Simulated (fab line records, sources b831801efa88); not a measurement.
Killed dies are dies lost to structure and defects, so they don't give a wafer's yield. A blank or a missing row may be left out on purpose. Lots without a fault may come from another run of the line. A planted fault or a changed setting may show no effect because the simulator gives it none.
One fault seen from 2 desks | flow gf180mcu | each desk has only its own numbers; what lay behind them comes last

THE METROLOGY DESK
What the gauges read, lot by lot, whatever tool the lot ran on: means of the sampled wafers that have a number. A lot is out of limits, marked OUT, if its mean lies more than 4 standard deviations from the usual mean; the brackets give that distance.
Columns: A = cd_nm at GF_M1_CD_MEAS_14, usual 230.0 nm; B = M1_OVL at GF_M1_OVL_MEAS_15, usual 0 nm; C = V1_CVD_00_THK at GF_V1_THK_MEAS_01, usual 599 nm; D = V1_CVD_02_THK at GF_V1_THK_MEAS_03, usual 854 nm
lot  | first seen here | A     | B  | C   | D
L873 | day 18 02:36    | 229.0 | -5 | 594 | 860
L879 | day 20 02:28    | 231.7 | 2  | 605 | 889
L881 | day 20 16:41    | 230.6 | -5 | 590 | 902
L888 | day 23 06:56    | 232.0 | 4  | 594 | 856
L889 | day 23 15:42    | 231.6 | -3 | 583 | 852
L892 | day 24 14:07    | 228.9 | 1  | 594 | 855
This desk's finding: nothing out of limits on any of the 6 lots.

THE TOOL OWNER'S DESK: pecvd-04
The tool's own readings at GF_V1_CVD_02 (deposits SiO2 from TEOS, target thk 850 nm, time 94.851 s): means of the sampled wafers that have a number, for each lot that ran on this tool. A lot is out of limits, marked OUT, if its mean lies more than 4 standard deviations from the usual mean; the brackets give that distance.
Columns: A = heater_power_w at GF_V1_CVD_02, usual 654 W; B = run_length_s at GF_V1_CVD_02, usual 122.6 s
lot  | first seen here | A   | B
L879 | day 20 03:23    | 567 | 126.8 (+7.9) OUT
L881 | day 20 17:46    | 628 | 127.0 (+8.3) OUT
L889 | day 23 16:43    | 625 | 122.6
This desk's finding: out of limits on L879, L881; first on L879, day 20 03:23 (run_length_s at GF_V1_CVD_02). In limits: L889.

PUT TOGETHER
The tool owner's desk could have raised an alarm at day 20 03:23, on L879, L881.
The metrology desk saw nothing out of limits.
The metrology desk has L879, L881 on record, within its limits.
Of the lots named, all ran GF_V1_CVD_02 on pecvd-04.

WHAT THE SIMULATOR HAD PUT IN
Process parameter drift: pecvd-04, from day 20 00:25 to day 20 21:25, at GF_V1_CVD_02. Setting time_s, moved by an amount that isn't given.
Lots struck among those shown: L879, L881.
Hours from the fault's start to each desk's first reading out of limits: the tool owner's desk, 3.
